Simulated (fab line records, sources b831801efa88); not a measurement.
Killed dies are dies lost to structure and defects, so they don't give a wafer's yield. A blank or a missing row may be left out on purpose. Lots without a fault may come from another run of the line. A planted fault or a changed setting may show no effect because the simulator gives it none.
fab line records | flow sky130
record lots=12 wafers=36 last_day=50
route steps=708 shown NWELL@63 LDD_HVN@276 SD_N@353 METAL1@439 PAD_OPEN@708
lots that met no fault: from a run of the same line without faults
start_h: hours from the record's first day to the start of the lot's first wafer shown | wait_h: hours since the lot's step before | " the same as in the row above | L1.1+2: a row that stands for several wafers | - no value, or no start given | * or withheld: withheld | < > ~ a bound
route shown NAME@n: a module of which the file shows steps, and the number in the route of the first | usual: mean/standard deviation of fault-free wafers | same: alike in all rows | chamber/n: place in a boat | sites: the reading at each site | _std_site: their standard deviation | _edge_site: outer sites' mean less inner sites' | radius_mm: how far each site lies from the wafer's centre | mask NAME#n: copy n | behind: the tool/chamber that last shaped the wafer | hold: why the lot was held/for how many hours/how that ended | device: the transistor (n, p or np) that didn't switch | end of line: the same wafers' tests at the end of the route | a step without rows: its recipe alone | killed: dies lost to structure and defects at the first sort, not the wafer's yield | map: a wafer's dies, x killed, . not, _ none there
set.NAME: the setting as run; set.NAME@STEP: as run at that earlier step | model.NAME: the simulator's own value behind a step, which no gauge read
steps of the route over a sample of lots; a table a step, a row a wafer
services: from which hour (start_h, from the record's first day; less than 0 if before it) a tool's chamber was out of use, for how many hours, and why
## steps
# step SKY_NWELL_OVL_MEAS_10
# usual NWELL_00_OVL=-0.3/1.5
# columns lot.wafer tool chamber start_h wait_h NWELL_00_OVL[nm]
L468.1 overlay-02 - 88.57 - -0.1
L468.3 " - " " -1.0
L468.5 " - " " -1.7
L469.2 overlay-01 - 96.32 - -0.7
L469.3 " - " " -1.8
L469.4 " - " " -2.4
L470.1 overlay-01 - 99.75 - 0.6
L470.3 " - " " 1.6
L470.6 " - " " 0.3
L478.1 overlay-02 - 156.70 - -0.4
L478.4 " - " " 1.4
L478.6 " - " " 0.2
L477.3 overlay-01 - 157.06 - -0.7
L477.5 " - " " -0.4
L477.6 " - " " 0.5
L483.1 overlay-02 - 178.42 - -0.3
L483.3 " - " " 0.1
L483.5 " - " " -0.5
L482.2 overlay-02 - 179.37 - -3.2
L482.5 " - " " -1.1
L482.6 " - " " -2.9
L486.3 overlay-01 - 198.96 - -0.1
L486.4 " - " " -0.4
L486.5 " - " " -1.5
L485.1 overlay-02 - 199.30 - 0.7
L485.3 " - " " -0.4
L485.4 " - " " -0.5
L487.1 overlay-01 - 203.97 - -1.8
L487.2 " - " " -0.9
L487.6 " - " " -0.3
L488.1 overlay-02 - 204.53 - -0.6
L488.2 " - " " 0.9
L488.4 " - " " 2.3
L489.1 overlay-02 - 212.80 - -3.6
L489.2 " - " " -0.7
L489.3 " - " " -2.6
# step SKY_LDD_HVN_STRIP_09
# recipe chemistry=O2/N2 power_w=1400 pressure_mtorr=1500 platen_temp_c=withheld o2_flow_sccm=3000 n2_flow_sccm=300 overash_fraction=0.5
# usual chamber_pressure_mTorr=1500.0/1.3 drypump_motor_current_A=6.03/0.22 oes_product_au=0.409/0.0048 strip_time_to_endpoint_s=4.133/0.017
# columns lot.wafer tool chamber start_h wait_h chamber_pressure_mTorr drypump_motor_current_A oes_product_au rf_hours_counter_h strip_time_to_endpoint_s
L468.1 plasma_asher-02 0 456.60 0.1 1500.1 5.92 0.406 3 4.117
L468.3 " 1 " " 1502.0 5.52 0.407 - 4.112
L468.5 " 0 " " 1500.3 5.90 0.406 - 4.120
L469.2 plasma_asher-01 0 476.68 0.1 1500.4 6.15 0.409 66 4.134
L469.3 " 1 " " 1499.9 6.10 0.411 - 4.151
L469.4 " 0 " " 1498.3 6.13 0.416 - 4.144
L470.1 plasma_asher-02 0 479.25 0.1 1501.2 5.90 0.403 5 4.146
L470.3 " 0 " " 1501.3 5.91 0.419 - 4.143
L470.6 " 0 " " 1500.2 5.90 0.414 - 4.113
L478.1 plasma_asher-02 0 574.25 0.1 1501.5 5.92 0.411 16 4.137
L478.4 " 1 " " 1500.7 5.54 0.399 - 4.152
L478.6 " 0 " " 1501.6 5.98 0.407 - 4.145
L477.3 plasma_asher-01 0 576.37 0.1 1497.5 6.16 0.415 - 4.140
L477.5 " 1 " " 1500.0 6.11 0.404 - 4.148
L477.6 " 0 " " 1500.6 6.13 0.411 - 4.140
L483.1 plasma_asher-04 1 605.60 0.1 1499.5 6.29 0.421 93 4.103
L483.3 " 0 " " 1501.0 6.05 0.410 - 4.119
L483.5 " 1 " " 1498.9 6.29 0.408 - 4.117
L482.2 plasma_asher-02 0 606.20 0.1 1499.9 5.92 0.407 19 4.111
L482.5 " 1 " " 1501.6 5.51 0.405 - 4.135
L482.6 " 0 " " 1502.9 5.95 0.411 - 4.132
L486.3 plasma_asher-02 1 627.62 0.1 1498.8 5.52 0.402 - 4.131
L486.4 " 0 " " 1502.5 5.94 0.410 - 4.130
L486.5 " 0 " " 1499.5 5.91 0.402 - 4.124
L485.1 plasma_asher-04 1 630.08 0.1 1500.9 6.27 0.410 96 4.170
L485.3 " 1 " " 1501.2 6.24 0.417 - 4.152
L485.4 " 0 " " 1498.1 5.95 0.418 - 4.146
L487.1 plasma_asher-04 1 636.95 0.1 1500.6 6.27 0.414 97 4.165
L487.2 " 0 " " 1499.7 6.01 0.398 97 4.174
L487.6 " 0 " " 1497.6 6.00 0.415 - 4.143
L488.1 plasma_asher-01 1 643.43 0.1 1501.8 6.10 0.401 81 4.138
L488.2 " 0 " " 1500.8 6.14 0.410 81 4.136
L488.4 " 1 " " 1498.2 6.08 0.413 - 4.119
L489.1 plasma_asher-04 1 646.15 0.1 1498.2 6.30 0.412 98 4.118
L489.2 " 0 " " 1501.6 6.00 0.413 98 4.124
L489.3 " 0 " " 1498.9 5.98 0.407 - 4.119
# step SKY_SD_N_STRIP_11
# recipe chemistry=O2/N2 power_w=1400 pressure_mtorr=1500 platen_temp_c=withheld o2_flow_sccm=3000 n2_flow_sccm=300 overash_fraction=0.5
# usual chamber_pressure_mTorr=1500.1/1.3 drypump_motor_current_A=6.0/0.31 oes_product_au=0.527/0.0043 strip_time_to_endpoint_s=22.52/0.039
# columns lot.wafer tool chamber start_h wait_h chamber_pressure_mTorr drypump_motor_current_A oes_product_au rf_hours_counter_h strip_time_to_endpoint_s
L468.1 plasma_asher-02 0 638.37 0.1 1500.2 5.9 0.531 21 22.60
L468.3 " 0 " " 1501.9 5.9 0.522 - 22.59
L468.5 " 1 " " 1499.7 5.6 0.527 - 22.59
L469.2 plasma_asher-02 0 658.47 0.1 1500.0 5.9 0.528 23 22.47
L469.3 " 1 " " 1500.7 5.6 0.527 - 22.54
L469.4 " 0 " " 1499.4 5.9 0.537 - 22.48
L470.1 plasma_asher-04 0 661.67 0.1 1500.6 5.9 0.531 99 22.47
L470.3 " 0 " " 1500.3 6.0 0.528 - 22.48
L470.6 " 0 " " 1497.4 6.0 0.532 - 22.52
L478.1 plasma_asher-02 0 746.62 0.1 - - - - -
L478.4 " 0 " " - - - - -
L478.6 " 1 " " - - - - -
L477.3 plasma_asher-04 0 750.46 0.1 - - - - -
L477.5 " 1 " " - - - - -
L477.6 " 0 " " - - - - -
L483.1 plasma_asher-03 1 774.47 0.1 1499.6 5.8 0.528 61 22.53
L483.3 " 1 " " 1497.5 5.8 0.528 - 22.47
L483.5 " 0 " " 1499.3 6.5 0.533 - 22.48
L482.2 plasma_asher-04 1 775.87 0.1 1499.3 6.3 0.523 3 22.53
L482.5 " 1 " " 1500.5 6.3 0.533 - 22.52
L482.6 " 0 " " 1500.0 6.0 0.522 - 22.55
L486.3 plasma_asher-02 1 796.45 0.1 1501.1 5.5 0.528 - 22.50
L486.4 " 0 " " 1501.3 5.9 0.530 - 22.57
L486.5 " 0 " " 1501.3 5.9 0.539 - 22.55
L485.1 plasma_asher-02 1 799.12 0.1 1499.5 5.6 0.525 37 22.49
L485.3 " 0 " " 1498.9 5.9 0.526 - 22.53
L485.4 " 1 " " 1499.4 5.6 0.524 - 22.55
L487.1 plasma_asher-02 1 804.37 0.1 1502.4 5.6 0.532 38 22.54
L487.2 " 0 " " 1498.8 5.9 0.522 38 22.56
L487.6 " 0 " " 1500.6 5.9 0.522 - 22.52
L488.1 plasma_asher-03 0 809.87 0.1 1500.3 6.5 0.530 65 22.52
L488.2 " 1 " " 1499.3 5.8 0.530 65 22.55
L488.4 " 0 " " 1500.8 6.4 0.521 - 22.55
L489.1 plasma_asher-03 1 811.43 0.1 1500.7 5.8 0.526 65 22.58
L489.2 " 0 " " 1500.3 6.5 0.528 65 22.53
L489.3 " 1 " " 1498.5 5.8 0.530 - 22.51
# step SKY_METAL1_RS_MEAS_05
# recipe thk_meas_gauge=four-point-probe reads=TiN_of_METAL1_SPUTTER_04+Ti_of_METAL1_SPUTTER_03+AlCu_of_METAL1_SPUTTER_02+TiN_of_METAL1_SPUTTER_01+Ti_of_METAL1_SPUTTER_00
# usual METAL1_ALCU_RS=0.1265/0.0014
# columns lot.wafer tool chamber start_h wait_h METAL1_ALCU_RS[ohm/sq]
L468.1 film_metro-04 - 728.13 0.0 0.1271
L468.3 " - " " 0.1281
L468.5 " - " " 0.1272
L469.2 film_metro-02 - 746.98 0.0 0.1258
L469.3 " - " " 0.1272
L469.4 " - " " 0.1279
L470.1 film_metro-03 - 750.50 0.0 0.1267
L470.3 " - " " 0.1264
L470.6 " - " " 0.1246
L478.1 film_metro-04 - 831.98 0.0 0.1252
L478.4 " - " " 0.1264
L478.6 " - " " 0.1251
L477.3 film_metro-02 - 836.26 0.1 0.1245
L477.5 " - " " 0.1243
L477.6 " - " " 0.1259
L483.1 film_metro-04 - 860.28 0.0 0.1279
L483.3 " - " " 0.1263
L483.5 " - " " 0.1273
L482.2 film_metro-03 - 861.44 0.0 0.1281
L482.5 " - " " 0.1289
L482.6 " - " " 0.1260
L486.3 film_metro-04 - 879.92 0.1 0.1247
L486.4 " - " " 0.1242
L486.5 " - " " 0.1263
L485.1 film_metro-03 - 883.05 0.0 0.1246
L485.3 " - " " 0.1269
L485.4 " - " " 0.1254
L487.1 film_metro-02 - 889.50 0.0 0.1267
L487.2 " - " " 0.1259
L487.6 " - " " 0.1267
L488.1 film_metro-03 - 893.77 0.0 0.1251
L488.2 " - " " 0.1250
L488.4 " - " " 0.1264
L489.1 film_metro-02 - 897.18 0.0 0.1278
L489.2 " - " " 0.1282
L489.3 " - " " 0.1264
# step SKY_PAD_OPEN_PROBE_99
# usual killed_at_M0_to_M3=44/7.3 killed_at_M4_up=3.1/1.9 killed_at_contacts=24/5.3 killed_at_front_end=15/4 killed_at_other=0.4/0.6 killed_dies=86/9.2 killed_on_rim=17/3.5 killed_open=47/6.9 killed_short=39/6.9
# same gross_dies=492 killed_at_back_side=0
# columns lot.wafer tool chamber start_h wait_h killed_at_M0_to_M3 killed_at_M4_up killed_at_contacts killed_at_front_end killed_at_other killed_dies killed_on_rim killed_open killed_short
L478.1 prober-02 - 1143.64 0.1 50 6 22 413 1 492 96 55 45
L478.4 prober-02 - 1143.79 0.2 63 2 19 407 1 492 96 59 46
L478.6 prober-02 - 1143.89 0.2 59 1 15 417 0 492 96 45 41
L477.3 prober-01 - 1146.79 0.2 59 2 23 408 0 492 96 50 48
L477.5 prober-01 - 1146.89 0.2 51 6 21 414 0 492 96 37 53
L477.6 prober-01 - 1146.94 0.2 35 3 23 431 0 492 96 48 32
# killed by level:class
L478.1 SD_N:area_rta=392 VIA1:geometric_particle:open=10 CONTACT:geometric_particle:open=8 VIA3:geometric_particle:open=8 VIA2:geometric_particle:open=8 METAL1:geometric_particle:short=7 FIELD_ISO:geometric_particle:short=6 LI_CONTACT:geometric_particle:open=5
L478.4 SD_N:area_rta=386 VIA1:geometric_particle:open=16 METAL1:geometric_particle:short=9 VIA3:geometric_particle:open=9 LI_CONTACT:geometric_particle:open=7 VIA2:geometric_particle:open=7 FIELD_ISO:geometric_particle:open=6 METAL2:geometric_particle:short=6
L478.6 SD_N:area_rta=406 VIA1:geometric_particle:open=14 VIA1:geometric_particle:short=8 VIA2:geometric_particle:open=8 METAL1:geometric_particle:short=7 VIA3:geometric_particle:open=7 LOCAL_INTERCONNECT:geometric_particle:short=4 CONTACT:geometric_particle:open=4
L477.3 SD_N:area_rta=394 METAL2:geometric_particle:short=13 VIA1:geometric_particle:open=12 VIA1:geometric_particle:short=8 CONTACT:geometric_particle:open=7 LI_CONTACT:geometric_particle:open=6 VIA3:geometric_particle:open=6 FIELD_ISO:geometric_particle:open=5
L477.5 SD_N:area_rta=402 METAL1:geometric_particle:short=8 CONTACT:geometric_particle:short=6 CONTACT:geometric_particle:open=6 VIA1:geometric_particle:short=6 METAL2:geometric_particle:short=6 METAL4:geometric_particle:short=6 VIA3:geometric_particle:open=5
L477.6 SD_N:area_rta=412 CONTACT:geometric_particle:open=8 VIA1:geometric_particle:open=8 POLY_GATE:geometric_particle:open=6 LI_CONTACT:geometric_particle:open=6 METAL2:geometric_particle:short=6 VIA3:geometric_particle:open=6 FIELD_ISO:geometric_particle:short=5
## services
# columns tool chamber start_h hours kind
plasma_asher-01 - 479.91 14.6 pm
plasma_asher-02 - 499.69 2.0 repair
plasma_asher-01 - 532.70 1.3 repair
plasma_asher-03 - 535.49 34.0 repair
plasma_asher-01 - 547.79 10.0 pm
plasma_asher-02 - 560.78 0.3 repair
plasma_asher-02 - 586.21 9.7 repair
plasma_asher-03 - 606.07 7.9 repair
plasma_asher-02 - 610.76 11.4 repair
plasma_asher-02 - 682.81 1.2 repair
plasma_asher-03 - 695.68 0.5 repair
plasma_asher-03 - 707.93 1.4 repair
plasma_asher-03 - 728.29 8.6 repair
plasma_asher-04 - 733.75 9.0 pm
plasma_asher-04 0 733.75 9.0 vent_cycle
plasma_asher-04 1 733.75 9.0 vent_cycle
plasma_asher-04 0 742.75 - clean
plasma_asher-04 1 742.75 - clean
plasma_asher-04 - 788.76 44.5 pm
## key
first_sign step=SKY_SD_N_STRIP_11 reading=tool_record direction=missing
effect step=SKY_PAD_OPEN_PROBE_99 reading=killed_at_front_end direction=up sigmas=99+ usual=15 struck=415
more_kills_born_at SKY_SD_N_RTA_14@rtp_anneal-01=1208 SKY_SD_N_RTA_14@rtp_anneal-02=1184
met_at SKY_SD_N_STRIP_11
struck_lots L477,L478
tester_left_out L477,L478
not_acting_at SKY_NWELL_OVL_MEAS_10,SKY_LDD_HVN_STRIP_09,SKY_METAL1_RS_MEAS_05
onset_between 661.67 746.62
fault kind=skipped_step_whole tool=plasma_asher-02,plasma_asher-04 chamber=- onset_h=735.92 steps=SKY_SD_N_STRIP_11 scope=struck_lots_only
# tester_left_out: of these lots the tester's yield and bins aren't shown, on N5 and GAA mostly nor the transistor test; their killed dies are dies lost to structure and defects alone, not to doping, threshold or leakage, so they don't give the yield
